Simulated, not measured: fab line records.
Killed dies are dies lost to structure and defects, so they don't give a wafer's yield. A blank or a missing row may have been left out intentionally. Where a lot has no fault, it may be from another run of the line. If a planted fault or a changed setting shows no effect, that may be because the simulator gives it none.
Which tool did it? + flow sky130 + 11 lots, 33 wafers sampled, at 6 steps of a route of 708

## WHAT EACH GAUGE READ, for each wafer
SKY_LDD_HVP_OVL_MEAS_07. Usual: LDD_HVP_OVL gives 0.1 nm (standard deviation 1.3).
| lot  | measured     | on         | LDD_HVP_OVL (nm) | flag |
|------|--------------|------------|------------------|------|
| L735 | day 21 13:41 | overlay-02 | 0.3 0.3 0.0      |      |
| L738 | day 22 14:29 | overlay-02 | 0.9 0.0 0.8      |      |
| L737 | day 22 14:31 | overlay-02 | 3.1 3.2 2.8      |      |
| L739 | day 23 04:05 | overlay-01 | -0.2 -1.5 2.3    |      |
| L740 | day 23 08:20 | overlay-02 | 1.1 0.8 1.0      |      |
| L741 | day 24 01:44 | overlay-01 | 2.7 1.5 1.5      |      |
| L751 | day 27 17:39 | overlay-01 | -0.7 -1.1 -1.1   |      |
| L752 | day 28 04:32 | overlay-02 | -1.6 0.6 0.1     |      |
| L754 | day 28 14:53 | overlay-02 | 1.4 1.1 1.7      |      |
| L755 | day 28 15:47 | overlay-01 | -1.4 -1.8 -0.9   |      |
| L757 | day 29 08:50 | overlay-02 | -1.5 1.7 -2.1    |      |

SKY_SD_N_RS_MEAS_16: the measuring method here is four-point-probe. Usual: SD_N_RS gives 68.62 ohm/sq (standard deviation 0.11).
| lot  | measured     | on            | SD_N_RS (ohm/sq)                    | flag |
|------|--------------|---------------|-------------------------------------|------|
| L735 | day 27 22:50 | film-metro-01 | 68.54 68.50 68.56                   |      |
| L738 | day 28 20:59 | film-metro-01 | 68.61 68.57 68.67                   |      |
| L737 | day 28 20:20 | film-metro-02 | 68.67 68.57 68.63                   |      |
| L739 | day 29 08:22 | film-metro-01 | 68.57 68.77 68.72                   |      |
| L740 | day 29 13:05 | film-metro-01 | 69.73 69.73 69.71 69.65 69.74 69.79 | OFF  |
| L741 | day 30 04:49 | film-metro-03 | 69.89 69.77 69.68 69.84 69.64 69.67 | OFF  |
| L751 | day 33 14:45 | film-metro-03 | 68.61 68.70 68.67                   |      |
| L752 | day 34 03:02 | film-metro-03 | 68.69 68.62 68.59                   |      |
| L754 | day 34 10:43 | film-metro-01 | 68.69 68.78 68.68                   |      |
| L755 | day 34 11:58 | film-metro-01 | 68.69 68.79 68.44                   |      |
| L757 | day 35 02:47 | film-metro-01 | 68.57 68.56 68.58                   |      |

SKY_SD_N_RS_MEAS_18: the measuring method here is four-point-probe. Usual: RES_XHIGH_RS gives 333.3 ohm/sq (standard deviation 1.3).
| lot  | measured     | on            | RES_XHIGH_RS (ohm/sq) | flag |
|------|--------------|---------------|-----------------------|------|
| L735 | day 27 23:05 | film-metro-01 | 332.7 332.7 332.9     |      |
| L738 | day 28 21:13 | film-metro-01 | 332.9 334.0 331.7     |      |
| L737 | day 28 20:34 | film-metro-02 | 333.8 335.0 334.9     |      |
| L739 | day 29 08:37 | film-metro-01 | 331.9 333.0 330.4     |      |
| L740 | day 29 16:14 | film-metro-01 | 335.4 335.2 335.6     |      |
| L741 | day 30 07:32 | film-metro-03 | 332.8 332.5 332.5     |      |
| L751 | day 33 14:59 | film-metro-03 | 333.5 333.7 332.6     |      |
| L752 | day 34 03:17 | film-metro-03 | 332.7 332.7 331.4     |      |
| L754 | day 34 10:58 | film-metro-01 | 334.8 334.9 334.4     |      |
| L755 | day 34 12:13 | film-metro-01 | 332.6 333.6 333.1     |      |
| L757 | day 35 03:02 | film-metro-01 | 333.5 333.5 333.3     |      |

## WHAT TOOL EACH LOT RAN ON (gives the tool, then ch and the chambers of the sampled wafers, and finally the start)
| lot  | SKY_POLY_CUT_ETCH_11               | SKY_SD_N_IMPLANT_09             | SKY_SD_N_STRIP_11                    |
|------|------------------------------------|---------------------------------|--------------------------------------|
| L735 | rie-diel-02 ch 1,2, day 24 04:11   | implanter-04 ch 0, day 27 22:10 | plasma-asher-04 ch 1, day 27 22:26   |
| L738 | rie-diel-03 ch 0,1,3, day 25 05:35 | implanter-04 ch 0, day 28 20:18 | plasma-asher-02 ch 0,1, day 28 20:36 |
| L737 | rie-diel-02 ch 1,2, day 25 05:26   | implanter-03 ch 0, day 28 19:39 | plasma-asher-02 ch 0,1, day 28 19:57 |
| L739 | rie-diel-03 ch 0,3, day 25 17:38   | implanter-04 ch 0, day 29 07:41 | plasma-asher-01 ch 0,1, day 29 07:59 |
| L740 | rie-diel-01 ch 0,1,2, day 25 22:20 | implanter-04 ch 0, day 29 12:20 | plasma-asher-01 ch 0, day 29 12:38   |
| L741 | rie-diel-02 ch 0,1,2, day 26 14:53 | implanter-04 ch 0, day 30 04:08 | plasma-asher-01 ch 0,1, day 30 04:26 |
| L751 | rie-diel-02 ch 0,1,3, day 30 03:20 | implanter-04 ch 0, day 33 14:04 | plasma-asher-04 ch 0,1, day 33 14:21 |
| L752 | rie-diel-03 ch 1,2, day 30 15:53   | implanter-04 ch 0, day 34 02:22 | plasma-asher-01 ch 0,1, day 34 02:38 |
| L754 | rie-diel-01 ch 1,2, day 31 01:50   | implanter-04 ch 0, day 34 10:03 | plasma-asher-02 ch 0,1, day 34 10:20 |
| L755 | rie-diel-02 ch 0,2,3, day 31 02:56 | implanter-01 ch 0, day 34 11:17 | plasma-asher-01 ch 0,1, day 34 11:35 |
| L757 | rie-diel-03 ch 0,2,3, day 31 18:50 | implanter-04 ch 0, day 35 02:07 | plasma-asher-02 ch 0,1, day 35 02:23 |
- SKY_POLY_CUT_ETCH_11: etches Si3N4 in CF4/CH2F2/Ar, stops on poly-Si, time 42.5 s, target depth 60 nm.
- SKY_SD_N_IMPLANT_09
- SKY_SD_N_STRIP_11: strips in O2/N2.

## WHAT THE TOOLS THEMSELVES READ (means of the sampled wafers that have a number; where no wafer has one, the mark that the record gives instead)
SKY_POLY_CUT_ETCH_11. Usual: drypump-motor-current-A 5.72 A, standard deviation 0.3; oes-product-au 0.827 a.u., standard deviation 0.0069; throttle-valve-pct 14.995 %, standard deviation 0.0085.
| lot  | tool        | drypump-motor-current-A (A) | oes-product-au (a.u.) | throttle-valve-pct (%) | flag |
|------|-------------|-----------------------------|-----------------------|------------------------|------|
| L735 | rie-diel-02 | 5.61                        | 0.831                 | 14.989                 |      |
| L738 | rie-diel-03 | 5.96                        | 0.826                 | 14.998                 |      |
| L737 | rie-diel-02 | 5.63                        | 0.833                 | 15.004                 |      |
| L739 | rie-diel-03 | 6.04                        | 0.828                 | 14.993                 |      |
| L740 | rie-diel-01 | 5.86                        | 0.828                 | 15.007                 |      |
| L741 | rie-diel-02 | 5.51                        | 0.830                 | 14.995                 |      |
| L751 | rie-diel-02 | 5.55                        | 0.823                 | 14.993                 |      |
| L752 | rie-diel-03 | 5.59                        | 0.824                 | 14.987                 |      |
| L754 | rie-diel-01 | 5.95                        | 0.820                 | 14.993                 |      |
| L755 | rie-diel-02 | 5.42                        | 0.820                 | 14.993                 |      |
| L757 | rie-diel-03 | 5.75                        | 0.829                 | 14.994                 |      |

SKY_SD_N_IMPLANT_09. Usual: beam-on-s 18.5 s, standard deviation 1.5; dose-ions-cm2 3.999e+15, standard deviation 4.1e+12; tilt-deg 0.004 degrees, standard deviation 0.018.
| lot  | tool         | beam-on-s (s) | dose-ions-cm2 | tilt-deg (degrees) | flag |
|------|--------------|---------------|---------------|--------------------|------|
| L735 | implanter-04 | 18.6          | 3.998e+15     | 0.008              |      |
| L738 | implanter-04 | 18.4          | 4.000e+15     | 0.023              |      |
| L737 | implanter-03 | 20.8          | 4.001e+15     | -0.013             |      |
| L739 | implanter-04 | 19.0          | 3.999e+15     | -0.006             |      |
| L740 | implanter-04 | 16.1          | 3.520e+15     | 0.009              | OFF  |
| L741 | implanter-04 | 16.4          | 3.518e+15     | -0.011             | OFF  |
| L751 | implanter-04 | 18.3          | 4.003e+15     | -0.010             |      |
| L752 | implanter-04 | 18.2          | 4.002e+15     | 0.010              |      |
| L754 | implanter-04 | 18.5          | 3.998e+15     | 0.003              |      |
| L755 | implanter-01 | 16.7          | 3.998e+15     | 0.020              |      |
| L757 | implanter-04 | 18.6          | 4.005e+15     | 0.024              |      |

SKY_SD_N_STRIP_11. Usual: drypump-motor-current-A 5.8 A, standard deviation 0.54; oes-product-au 0.527 a.u., standard deviation 0.0041; strip-time-to-endpoint-s 22.55 s, standard deviation 0.038.
| lot  | tool            | drypump-motor-current-A (A) | oes-product-au (a.u.) | strip-time-to-endpoint-s (s) | flag |
|------|-----------------|-----------------------------|-----------------------|------------------------------|------|
| L735 | plasma-asher-04 | 5.4                         | 0.531                 | 22.58                        |      |
| L738 | plasma-asher-02 | 6.3                         | 0.526                 | 22.60                        |      |
| L737 | plasma-asher-02 | 6.3                         | 0.526                 | 22.56                        |      |
| L739 | plasma-asher-01 | 5.7                         | 0.521                 | 22.53                        |      |
| L740 | plasma-asher-01 | 5.8                         | 0.532                 | 22.04                        | OFF  |
| L741 | plasma-asher-01 | 5.7                         | 0.536                 | 22.05                        | OFF  |
| L751 | plasma-asher-04 | 5.2                         | 0.526                 | 22.59                        |      |
| L752 | plasma-asher-01 | 5.8                         | 0.528                 | 22.54                        |      |
| L754 | plasma-asher-02 | 6.4                         | 0.525                 | 22.55                        |      |
| L755 | plasma-asher-01 | 5.8                         | 0.525                 | 22.60                        |      |
| L757 | plasma-asher-02 | 6.2                         | 0.526                 | 22.56                        |      |

## THE ANSWER, worked out from the rows above alone
Rule: take the mean of a lot's wafers that have a number; if it is more than 3 standard deviations from the usual mean, the lot is off. Also off: a lot with no number at a reading for which 4 or more lots have one. Any other lot the step has rows for is counted as sound. After the gauges, taken in route order, come the tools' own readings; for these a lot's mean is taken, as printed above. At the first step where some lot is off, the reading lying furthest off is the one used; lots without a number count as furthest.
Off: L740, L741, seen at SKY_SD_N_RS_MEAS_16 (SD_N_RS).
If a tool, at a process step before that reading, ran all the lots that are off and no sound lot after the first of them, it fits. The gauges at SKY_SD_N_RS_MEAS_16 aren't tried: what is off there is off at SKY_SD_N_IMPLANT_09 too, on other tools, and a gauge's error can't cause that. Of those tried, none fits.

## WHAT HAD BEEN PUT IN BY THE SIMULATOR
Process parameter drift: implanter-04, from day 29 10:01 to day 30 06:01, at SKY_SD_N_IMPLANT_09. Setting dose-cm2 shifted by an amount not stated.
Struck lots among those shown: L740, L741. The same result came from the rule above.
